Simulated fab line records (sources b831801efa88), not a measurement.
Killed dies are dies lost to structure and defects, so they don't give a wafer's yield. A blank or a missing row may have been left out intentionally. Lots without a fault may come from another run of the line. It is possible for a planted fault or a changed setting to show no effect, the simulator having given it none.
Code-filled problem report in 8D (eight disciplines) form / flow sky130 / the parts of the form that need people (team, actions taken, sign-off) are left out

1. THE ISSUE
killed_at_front_end at SKY_PAD_OPEN_PROBE_99 reads a mean of 68 on 5 wafers of 2 lots; wafers without a fault read 15 with a standard deviation of 4.3. Relative to the usual mean, that is a shift of +12 standard deviations.
Earliest sighting: wafer L199.4 on prober-01 at day 46 14:37. Wafers with a number at this step in the record: 27, from 9 lots. The rule behind "out" and "out of limits": a value lying over 4 standard deviations away from the usual mean. Any other wafer with a number is counted as sound.

2. WHAT IT IS AND WHAT IT IS NOT
question=which readings at this step | is=killed_at_front_end, killed_dies | is not=killed_at_M4_up, killed_at_contacts, killed_at_other, killed_open, killed_short
question=which lots | is=L199, L200 | is not=L198, L210, L212, L213, L214, L217, L218
question=which wafers of those lots | is=L199.4, L199.6, L200.1, L200.4, L200.5 | is not=L199.5
question=read on which tools | is=prober-01, prober-02 | is not=-
question=when | is=from day 46 14:37 | is not=up to then (3 sound wafers); but 19 sound wafers of L199, L210, L212, L213, L214, L217, L218 came after

3. SUSPECTS, AND WHAT RULES EACH OUT
Counting: a tool at a process step up to the reading stays a suspect if it ran every lot that is out. Sound lots after the first of them don't rule it out here, since some wafers of a struck lot are sound.
- plasma_asher-03 at SKY_NWELL_STRIP_25 (strips in O2/N2): kept. Every lot that is out went through it, the first being L199 (day 5 20:41); the last sound lot it ran before that was L198 (day 5 14:36).
- The sound lot-mates ran in chamber 1 of plasma_asher-03 at SKY_NWELL_STRIP_25, but the wafers that are out ran in chamber 0.
Remaining after the count: plasma_asher-03 at SKY_NWELL_STRIP_25.

4. THE CAUSE (what the simulator had put in)
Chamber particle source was plasma_asher-03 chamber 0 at SKY_NWELL_STRIP_25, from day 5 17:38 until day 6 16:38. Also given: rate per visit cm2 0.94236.
Counting left only this tool.

5. THE CHAIN OF EFFECTS, in route order
Each row: a reading whose mean over the struck wafers that have a number lies more than 3 standard deviations from the usual. Scope: only readings with a usual standard deviation given in the record; hours: median across lots of the time from each lot's start at the first step in this table that gives one to its start at this step; sigmas: change in usual standard deviations.
hours=0; step=SKY_PAD_OPEN_PROBE_99; reading=killed_at_front_end; usual=15; on struck wafers=68; change=+53; sigmas=+12
hours=0; step=SKY_PAD_OPEN_PROBE_99; reading=killed_dies; usual=86; on struck wafers=140; change=+54; sigmas=+5.4
Its process steps:
- SKY_PAD_OPEN_PROBE_99

6. WHAT WOULD HAVE CAUGHT IT SOONER
First out-of-limits reading in this record: day 46 14:37, which is 981 hours after fault onset at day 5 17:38.
Tool readings at SKY_NWELL_STRIP_25 with a usual standard deviation given in the record: none out on any struck wafer, hence no alarm at a limit of 4 standard deviations on them.
All the lots that are out (2) had begun SKY_NWELL_STRIP_25 on plasma_asher-03 by day 46 14:37. A hold on the tool at that time would have spared none of them.
